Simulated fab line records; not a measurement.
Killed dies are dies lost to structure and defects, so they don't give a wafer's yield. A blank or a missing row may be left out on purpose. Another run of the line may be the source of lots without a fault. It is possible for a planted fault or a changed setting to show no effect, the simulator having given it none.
The tool behind it: which one? :: flow gf180mcu :: Sampling: 13 lots, 39 wafers, 5 of 602 route steps

== WHAT THE GAUGES READ, wafer by wafer ==
GF_HV_LDD_RS_MEAS_53: uses a four-point probe to measure. Usual: for HV_LDD_RS the level is 419.0 ohm/sq and the standard deviation is 0.82.
lot: L439
measured: day 12 05:23
on: film_metro-04
HV_LDD_RS (ohm/sq): 420.6 419.6 418.9
flag: 

lot: L440
measured: day 12 17:55
on: film_metro-03
HV_LDD_RS (ohm/sq): 419.1 419.7 420.0
flag: 

lot: L442
measured: day 13 09:49
on: film_metro-04
HV_LDD_RS (ohm/sq): 419.9 418.8 419.5
flag: 

lot: L443
measured: day 13 16:13
on: film_metro-03
HV_LDD_RS (ohm/sq): 419.1 417.5 417.8
flag: 

lot: L444
measured: day 14 02:58
on: film_metro-04
HV_LDD_RS (ohm/sq): 419.9 419.8 417.9
flag: 

lot: L450
measured: day 16 02:12
on: film_metro-04
HV_LDD_RS (ohm/sq): 420.8 421.2 422.1
flag: 

lot: L453
measured: day 16 23:47
on: film_metro-04
HV_LDD_RS (ohm/sq): 420.0 422.1 420.4
flag: 

lot: L455
measured: day 17 15:17
on: film_metro-03
HV_LDD_RS (ohm/sq): 418.7 418.4 417.6
flag: 

lot: L456
measured: day 18 03:52
on: film_metro-04
HV_LDD_RS (ohm/sq): 419.8 420.0 418.7
flag: 

lot: L459
measured: day 19 05:19
on: film_metro-04
HV_LDD_RS (ohm/sq): 419.6 420.1 420.7
flag: 

lot: L460
measured: day 19 13:19
on: film_metro-01
HV_LDD_RS (ohm/sq): 417.0 418.7 418.5
flag: 

lot: L461
measured: day 19 18:32
on: film_metro-03
HV_LDD_RS (ohm/sq): 419.2 417.7 418.5
flag: 

lot: L462
measured: day 19 23:25
on: film_metro-01
HV_LDD_RS (ohm/sq): 419.4 419.1 418.5
flag: 

GF_V1_CD_MEAS_14: the cd target is 260 nm. Usual: cd_nm reads 259.5 nm (standard deviation 1.6).
lot: L439
measured: day 17 23:41
on: cd_sem-01
cd_nm (nm): 260.3 259.6 257.5
flag: 

lot: L440
measured: day 18 13:02
on: cd_sem-02
cd_nm (nm): 261.8 262.8 261.9
flag: 

lot: L442
measured: day 19 07:41
on: cd_sem-02
cd_nm (nm): 261.5 261.4 260.8
flag: 

lot: L443
measured: day 19 13:23
on: cd_sem-02
cd_nm (nm): 259.6 260.7 260.0
flag: 

lot: L444
measured: day 20 03:31
on: cd_sem-02
cd_nm (nm): 260.3 260.7 260.5
flag: 

lot: L450
measured: day 22 07:32
on: cd_sem-01
cd_nm (nm): 260.9 260.3 261.6
flag: 

lot: L453
measured: day 23 05:06
on: cd_sem-01
cd_nm (nm): 257.8 256.4 257.8
flag: 

lot: L455
measured: day 23 22:14
on: cd_sem-01
cd_nm (nm): 256.2 258.2 257.7
flag: 

lot: L456
measured: day 24 08:50
on: cd_sem-02
cd_nm (nm): 258.7 257.4 258.7
flag: 

lot: L459
measured: day 25 08:26
on: cd_sem-01
cd_nm (nm): 259.7 260.8 260.3
flag: 

lot: L460
measured: day 25 15:53
on: cd_sem-01
cd_nm (nm): 262.0 261.2 260.0
flag: 

lot: L461
measured: day 25 23:09
on: cd_sem-02
cd_nm (nm): 257.3 258.7 258.7
flag: 

lot: L462
measured: day 26 02:35
on: cd_sem-02
cd_nm (nm): 260.4 259.8 260.5
flag: 

== TOOL THAT RAN EACH LOT (tool first, then ch and the chambers of the sampled wafers, then the start) ==
lot: L439
GF_HV_LDD_IMPLANT_33: implanter-03 ch 0, day 11 09:32
GF_CONTACT_SPUTTER_22: pvd_sputter-03, day 15 23:28
GF_M1_SPUTTER_00: pvd_sputter-04, day 16 00:09

lot: L440
GF_HV_LDD_IMPLANT_33: implanter-02 ch 0, day 11 21:29
GF_CONTACT_SPUTTER_22: pvd_sputter-02, day 16 12:52
GF_M1_SPUTTER_00: pvd_sputter-03, day 16 13:33

lot: L442
GF_HV_LDD_IMPLANT_33: implanter-04 ch 0, day 12 13:08
GF_CONTACT_SPUTTER_22: pvd_sputter-03, day 17 05:44
GF_M1_SPUTTER_00: pvd_sputter-04, day 17 06:25

lot: L443
GF_HV_LDD_IMPLANT_33: implanter-03 ch 0, day 12 19:45
GF_CONTACT_SPUTTER_22: pvd_sputter-03, day 17 11:39
GF_M1_SPUTTER_00: pvd_sputter-04, day 17 12:20

lot: L444
GF_HV_LDD_IMPLANT_33: implanter-04 ch 0, day 13 05:30
GF_CONTACT_SPUTTER_22: pvd_sputter-01, day 18 01:13
GF_M1_SPUTTER_00: pvd_sputter-02, day 18 01:53

lot: L450
GF_HV_LDD_IMPLANT_33: implanter-03 ch 0, day 15 02:56
GF_CONTACT_SPUTTER_22: pvd_sputter-03, day 20 06:25
GF_M1_SPUTTER_00: pvd_sputter-04, day 20 07:05

lot: L453
GF_HV_LDD_IMPLANT_33: implanter-03 ch 0, day 16 00:49
GF_CONTACT_SPUTTER_22: pvd_sputter-01, day 21 04:22
GF_M1_SPUTTER_00: pvd_sputter-02, day 21 05:02

lot: L455
GF_HV_LDD_IMPLANT_33: implanter-04 ch 0, day 16 14:42
GF_CONTACT_SPUTTER_22: pvd_sputter-01, day 21 22:10
GF_M1_SPUTTER_00: pvd_sputter-03, day 21 22:50

lot: L456
GF_HV_LDD_IMPLANT_33: implanter-04 ch 0, day 17 03:41
GF_CONTACT_SPUTTER_22: pvd_sputter-01, day 22 09:31
GF_M1_SPUTTER_00: pvd_sputter-02, day 22 10:11

lot: L459
GF_HV_LDD_IMPLANT_33: implanter-04 ch 0, day 18 03:48
GF_CONTACT_SPUTTER_22: pvd_sputter-01, day 23 10:37
GF_M1_SPUTTER_00: pvd_sputter-03, day 23 11:18

lot: L460
GF_HV_LDD_IMPLANT_33: implanter-04 ch 0, day 18 11:48
GF_CONTACT_SPUTTER_22: pvd_sputter-03, day 23 18:19
GF_M1_SPUTTER_00: pvd_sputter-02, day 23 19:00

lot: L461
GF_HV_LDD_IMPLANT_33: implanter-03 ch 0, day 18 16:40
GF_CONTACT_SPUTTER_22: pvd_sputter-02, day 24 00:19
GF_M1_SPUTTER_00: pvd_sputter-03, day 24 00:59

lot: L462
GF_HV_LDD_IMPLANT_33: implanter-04 ch 0, day 18 21:57
GF_CONTACT_SPUTTER_22: pvd_sputter-02, day 24 05:00
GF_M1_SPUTTER_00: pvd_sputter-03, day 24 05:41
- GF_HV_LDD_IMPLANT_33
- GF_CONTACT_SPUTTER_22: material Ti, target thk 15 nm, time 80.02 s.
- GF_M1_SPUTTER_00: material Ti, target thk 37.5 nm, time 150 s.

== AS READ BY THE TOOLS THEMSELVES (means over the sampled wafers that have a number; for cases with no such wafer, the mark the record gives instead) ==
GF_HV_LDD_IMPLANT_33. Usual: dose_ions_cm2 7.499e+12, standard deviation 7.9e+09; faraday_current_uA 42.2, standard deviation 0.95.
lot: L439
tool: implanter-03
dose_ions_cm2: 7.504e+12
faraday_current_uA: 42.3
flag: 

lot: L440
tool: implanter-02
dose_ions_cm2: 7.510e+12
faraday_current_uA: 42.8
flag: 

lot: L442
tool: implanter-04
dose_ions_cm2: 7.494e+12
faraday_current_uA: 42.6
flag: 

lot: L443
tool: implanter-03
dose_ions_cm2: 7.496e+12
faraday_current_uA: 42.4
flag: 

lot: L444
tool: implanter-04
dose_ions_cm2: 7.499e+12
faraday_current_uA: 41.7
flag: 

lot: L450
tool: implanter-03
dose_ions_cm2: 6.575e+12
faraday_current_uA: 37.4
flag: OFF

lot: L453
tool: implanter-03
dose_ions_cm2: 6.574e+12
faraday_current_uA: 36.7
flag: OFF

lot: L455
tool: implanter-04
dose_ions_cm2: 7.495e+12
faraday_current_uA: 41.4
flag: 

lot: L456
tool: implanter-04
dose_ions_cm2: 7.494e+12
faraday_current_uA: 42.7
flag: 

lot: L459
tool: implanter-04
dose_ions_cm2: 7.494e+12
faraday_current_uA: 43.1
flag: 

lot: L460
tool: implanter-04
dose_ions_cm2: 7.507e+12
faraday_current_uA: 42.7
flag: 

lot: L461
tool: implanter-03
dose_ions_cm2: 7.504e+12
faraday_current_uA: 41.3
flag: 

lot: L462
tool: implanter-04
dose_ions_cm2: 7.499e+12
faraday_current_uA: 41.9
flag: 

GF_CONTACT_SPUTTER_22. Usual: substrate_temp_c 200.01 C, standard deviation 0.18; throttle_valve_pct 30.0 %, standard deviation 0.78.
lot: L439
tool: pvd_sputter-03
substrate_temp_c (C): 200.05
throttle_valve_pct (%): 29.6
flag: 

lot: L440
tool: pvd_sputter-02
substrate_temp_c (C): 199.80
throttle_valve_pct (%): 30.2
flag: 

lot: L442
tool: pvd_sputter-03
substrate_temp_c (C): 200.03
throttle_valve_pct (%): 30.5
flag: 

lot: L443
tool: pvd_sputter-03
substrate_temp_c (C): 200.07
throttle_valve_pct (%): 30.1
flag: 

lot: L444
tool: pvd_sputter-01
substrate_temp_c (C): 200.04
throttle_valve_pct (%): 30.0
flag: 

lot: L450
tool: pvd_sputter-03
substrate_temp_c (C): 199.88
throttle_valve_pct (%): 29.4
flag: 

lot: L453
tool: pvd_sputter-01
substrate_temp_c (C): 200.08
throttle_valve_pct (%): 29.8
flag: 

lot: L455
tool: pvd_sputter-01
substrate_temp_c (C): 200.09
throttle_valve_pct (%): 30.3
flag: 

lot: L456
tool: pvd_sputter-01
substrate_temp_c (C): 199.91
throttle_valve_pct (%): 30.6
flag: 

lot: L459
tool: pvd_sputter-01
substrate_temp_c (C): 199.89
throttle_valve_pct (%): 30.4
flag: 

lot: L460
tool: pvd_sputter-03
substrate_temp_c (C): 200.18
throttle_valve_pct (%): 29.8
flag: 

lot: L461
tool: pvd_sputter-02
substrate_temp_c (C): 200.30
throttle_valve_pct (%): 30.5
flag: 

lot: L462
tool: pvd_sputter-02
substrate_temp_c (C): 200.10
throttle_valve_pct (%): 30.2
flag: 

GF_M1_SPUTTER_00. Usual: substrate_temp_c 199.99 C, standard deviation 0.18; throttle_valve_pct 29.7 %, standard deviation 1.4.
lot: L439
tool: pvd_sputter-04
substrate_temp_c (C): 199.80
throttle_valve_pct (%): 30.0
flag: 

lot: L440
tool: pvd_sputter-03
substrate_temp_c (C): 199.99
throttle_valve_pct (%): 29.7
flag: 

lot: L442
tool: pvd_sputter-04
substrate_temp_c (C): 200.02
throttle_valve_pct (%): 28.3
flag: 

lot: L443
tool: pvd_sputter-04
substrate_temp_c (C): 199.98
throttle_valve_pct (%): 28.4
flag: 

lot: L444
tool: pvd_sputter-02
substrate_temp_c (C): 200.04
throttle_valve_pct (%): 30.4
flag: 

lot: L450
tool: pvd_sputter-04
substrate_temp_c (C): 199.97
throttle_valve_pct (%): 29.3
flag: 

lot: L453
tool: pvd_sputter-02
substrate_temp_c (C): 199.98
throttle_valve_pct (%): 30.1
flag: 

lot: L455
tool: pvd_sputter-03
substrate_temp_c (C): 199.99
throttle_valve_pct (%): 29.5
flag: 

lot: L456
tool: pvd_sputter-02
substrate_temp_c (C): 199.92
throttle_valve_pct (%): 30.5
flag: 

lot: L459
tool: pvd_sputter-03
substrate_temp_c (C): 199.84
throttle_valve_pct (%): 30.0
flag: 

lot: L460
tool: pvd_sputter-02
substrate_temp_c (C): 200.03
throttle_valve_pct (%): 30.5
flag: 

lot: L461
tool: pvd_sputter-03
substrate_temp_c (C): 200.13
throttle_valve_pct (%): 28.9
flag: 

lot: L462
tool: pvd_sputter-03
substrate_temp_c (C): 199.98
throttle_valve_pct (%): 30.1
flag: 

== THE ANSWER, worked out from the rows above alone ==
Rule: a lot is off if the mean of its wafers that have a number lies more than 3 standard deviations from the usual mean. A lot without any number at a reading at which 4 lots or more have one is off too. All remaining lots with rows at the step are treated as sound. After the gauges, taken in route order, come the tools' own readings; for these a lot's mean is taken, as printed above. At the first step where some lot is off, the reading lying furthest off is the one used; lots without a number count as furthest.
Off: L450, L453 (GF_HV_LDD_IMPLANT_33, dose_ions_cm2).
A tool fits if, at that step or a process step before it, it ran every lot that is off, and no sound lot after the first of them. No candidate that was tried fits.

== WHAT THE SIMULATOR HAD PUT IN ==
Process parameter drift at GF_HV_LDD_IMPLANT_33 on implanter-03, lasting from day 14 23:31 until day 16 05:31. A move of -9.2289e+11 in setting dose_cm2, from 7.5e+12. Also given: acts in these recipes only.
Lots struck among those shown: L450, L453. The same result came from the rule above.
